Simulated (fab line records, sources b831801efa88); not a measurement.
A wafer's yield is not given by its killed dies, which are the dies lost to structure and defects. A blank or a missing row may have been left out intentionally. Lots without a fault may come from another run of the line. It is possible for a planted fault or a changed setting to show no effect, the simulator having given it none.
The tool behind it: which one? :: flow sky130 :: 12 lots, 36 wafers sampled, at 4 steps of a route of 708

WHAT THE GAUGES READ, wafer by wafer
SKY_NWELL_TW_MEAS_26.
lot: L372
measured: day 5 06:50
on: film-metro-01
NWELL_2_TW: 493 491 491

lot: L373
measured: day 5 13:42
on: film-metro-04
NWELL_2_TW: 491 493 490

lot: L375
measured: day 5 23:16
on: film-metro-01
NWELL_2_TW: 495 493 497

lot: L376
measured: day 6 06:13
on: film-metro-04
NWELL_2_TW: 493 495 493

lot: L379
measured: day 7 00:52
on: film-metro-04
NWELL_2_TW: 489 491 492

lot: L382
measured: day 7 16:35
on: film-metro-01
NWELL_2_TW: 498 498 498

lot: L384
measured: day 8 08:13
on: film-metro-01
NWELL_2_TW: 497 498 495

lot: L385
measured: day 8 12:37
on: film-metro-03
NWELL_2_TW: 523 526 524

lot: L386
measured: day 8 18:03
on: film-metro-03
NWELL_2_TW: 524 524 524

lot: L387
measured: day 9 01:00
on: film-metro-03
NWELL_2_TW: 522 526 521

lot: L392
measured: day 10 10:06
on: film-metro-01
NWELL_2_TW: 492 493 492

lot: L394
measured: day 11 00:08
on: film-metro-04
NWELL_2_TW: 495 494 489

SKY_LDD_P_CD_MEAS_07 targets a cd of 380 nm.
lot: L372
measured: day 19 01:04
on: cd-sem-01
cd-nm (nm): 379.8 381.4 379.0

lot: L373
measured: day 19 06:08
on: cd-sem-02
cd-nm (nm): 384.9 382.8 381.1

lot: L375
measured: day 20 02:53
on: cd-sem-02
cd-nm (nm): 375.8 378.3 375.0

lot: L376
measured: day 20 14:34
on: cd-sem-02
cd-nm (nm): 374.3 374.2 374.6

lot: L379
measured: day 22 02:38
on: cd-sem-01
cd-nm (nm): 380.2 381.4 381.2

lot: L382
measured: day 22 11:17
on: cd-sem-01
cd-nm (nm): 379.3 378.8 378.2

lot: L384
measured: day 23 08:43
on: cd-sem-01
cd-nm (nm): 381.1 383.0 382.8

lot: L385
measured: day 23 14:33
on: cd-sem-01
cd-nm (nm): 380.7 380.7 380.9

lot: L386
measured: day 23 23:49
on: cd-sem-02
cd-nm (nm): 383.9 381.1 383.0

lot: L387
measured: day 24 07:52
on: cd-sem-01
cd-nm (nm): 378.6 375.3 377.6

lot: L392
measured: day 26 06:25
on: cd-sem-02
cd-nm (nm): 381.9 382.7 379.7

lot: L394
measured: day 26 20:19
on: cd-sem-01
cd-nm (nm): 381.6 380.3 377.3

SKY_LDD_LDN_OVL_MEAS_07.
lot: L372
measured: day 22 19:42
on: overlay-02
LDD_LDN_OVL (nm): 1.5 0.6 0.6

lot: L373
measured: day 23 01:46
on: overlay-02
LDD_LDN_OVL (nm): 3.5 1.1 2.2

lot: L375
measured: day 23 21:46
on: overlay-01
LDD_LDN_OVL (nm): 0.1 0.8 -0.2

lot: L376
measured: day 24 09:27
on: overlay-01
LDD_LDN_OVL (nm): 1.5 1.6 1.8

lot: L379
measured: day 25 20:16
on: overlay-02
LDD_LDN_OVL (nm): -1.4 0.9 -0.4

lot: L382
measured: day 26 03:55
on: overlay-02
LDD_LDN_OVL (nm): 1.1 1.2 2.6

lot: L384
measured: day 27 01:04
on: overlay-02
LDD_LDN_OVL (nm): 0.6 0.6 0.3

lot: L385
measured: day 27 06:33
on: overlay-01
LDD_LDN_OVL (nm): 0.9 -0.2 -0.8

lot: L386
measured: day 27 15:54
on: overlay-02
LDD_LDN_OVL (nm): 3.4 3.7 1.8

lot: L387
measured: day 27 23:15
on: overlay-02
LDD_LDN_OVL (nm): 0.6 0.2 1.1

lot: L392
measured: day 29 19:18
on: overlay-02
LDD_LDN_OVL (nm): 0.7 -0.5 0.2

lot: L394
measured: day 30 08:38
on: overlay-01
LDD_LDN_OVL (nm): 1.2 -0.9 0.5

WHICH TOOL RAN EACH LOT (tool, then ch and the chambers of the sampled wafers, then the start)
lot: L372
SKY_NWELL_IMPLANT_24: implanter-04 ch 0, day 5 06:35

lot: L373
SKY_NWELL_IMPLANT_24: implanter-01 ch 0, day 5 13:28

lot: L375
SKY_NWELL_IMPLANT_24: implanter-01 ch 0, day 5 23:02

lot: L376
SKY_NWELL_IMPLANT_24: implanter-04 ch 0, day 6 05:58

lot: L379
SKY_NWELL_IMPLANT_24: implanter-04 ch 0, day 7 00:39

lot: L382
SKY_NWELL_IMPLANT_24: implanter-02 ch 0, day 7 16:19

lot: L384
SKY_NWELL_IMPLANT_24: implanter-01 ch 0, day 8 07:59

lot: L385
SKY_NWELL_IMPLANT_24: implanter-04 ch 0, day 8 12:22

lot: L386
SKY_NWELL_IMPLANT_24: implanter-04 ch 0, day 8 17:48

lot: L387
SKY_NWELL_IMPLANT_24: implanter-04 ch 0, day 9 00:45

lot: L392
SKY_NWELL_IMPLANT_24: implanter-01 ch 0, day 10 09:51

lot: L394
SKY_NWELL_IMPLANT_24: implanter-01 ch 0, day 10 23:55
- SKY_NWELL_IMPLANT_24

AS READ BY THE TOOLS THEMSELVES (means over the sampled wafers that have a number; for cases with no such wafer, the mark the record gives instead)
SKY_NWELL_IMPLANT_24.
lot: L372
tool: implanter-04
dose-ions-cm2: 9.194e+12
faraday-current-uA: 52.3

lot: L373
tool: implanter-01
dose-ions-cm2: 9.191e+12
faraday-current-uA: 52.1

lot: L375
tool: implanter-01
dose-ions-cm2: 9.199e+12
faraday-current-uA: 51.1

lot: L376
tool: implanter-04
dose-ions-cm2: 9.207e+12
faraday-current-uA: 51.9

lot: L379
tool: implanter-04
dose-ions-cm2: 9.199e+12
faraday-current-uA: 51.5

lot: L382
tool: implanter-02
dose-ions-cm2: 9.199e+12
faraday-current-uA: 51.4

lot: L384
tool: implanter-01
dose-ions-cm2: 9.211e+12
faraday-current-uA: 52.9

lot: L385
tool: implanter-04
dose-ions-cm2: 1.032e+13
faraday-current-uA: 58.5

lot: L386
tool: implanter-04
dose-ions-cm2: 1.031e+13
faraday-current-uA: 59.0

lot: L387
tool: implanter-04
dose-ions-cm2: 1.030e+13
faraday-current-uA: 59.0

lot: L392
tool: implanter-01
dose-ions-cm2: 9.202e+12
faraday-current-uA: 51.1

lot: L394
tool: implanter-01
dose-ions-cm2: 9.192e+12
faraday-current-uA: 51.4

THE ANSWER, worked out from the rows above alone
Rule: usual is defined by the lots themselves. The widest of any qualifying gaps counts: lots, ordered by their means at a reading, are off when they make up no more than a third of the lots, leave a main group of 4 or more, and stand apart from it by 3 or more times the standard deviation of that group's means. A main group whose means are all the same, to the digits that the tables above print for the reading, isn't used. A lot without any number at a reading at which 4 lots or more have one is off too. Any other lot the step has rows for is counted as sound. Order of review: gauges by route order, followed by the tools' own readings, for which a lot's mean as printed above is used. The first step at which some lot is off is used, and at that step the reading that is off furthest; a lot without a number counts as furthest.
Off: at SKY_NWELL_TW_MEAS_26 (NWELL_2_TW), L385, L386, L387. The main group: mean 494, standard deviation 2.4.
A tool fits if, at a process step before that reading, it ran every lot that is off, and no sound lot after the first of them. The gauges at SKY_NWELL_TW_MEAS_26 aren't tried: what is off there is off at SKY_NWELL_IMPLANT_24 too, on other tools, and a gauge's error can't cause that. One fits: implanter-04 at SKY_NWELL_IMPLANT_24. Its last sound lot is L379 (day 7 00:39), its first lot that is off L385 (day 8 12:22): a fault that began between those two fits.
The tool's own readings at SKY_NWELL_IMPLANT_24 bear it out: on the lots that are off they differ by more than 5 times the standard deviation of the sound lots' means. dose-ions-cm2 reads 1.031e+13 there against 9.199e+12 on the sound lots; faraday-current-uA reads 58.8 there against 51.7 on the sound lots.

WHAT THE SIMULATOR PUT IN
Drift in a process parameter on implanter-04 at SKY_NWELL_IMPLANT_24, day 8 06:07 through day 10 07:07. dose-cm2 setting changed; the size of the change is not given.
Lots struck among those shown: L385, L386, L387. This agrees with what the rule above found.
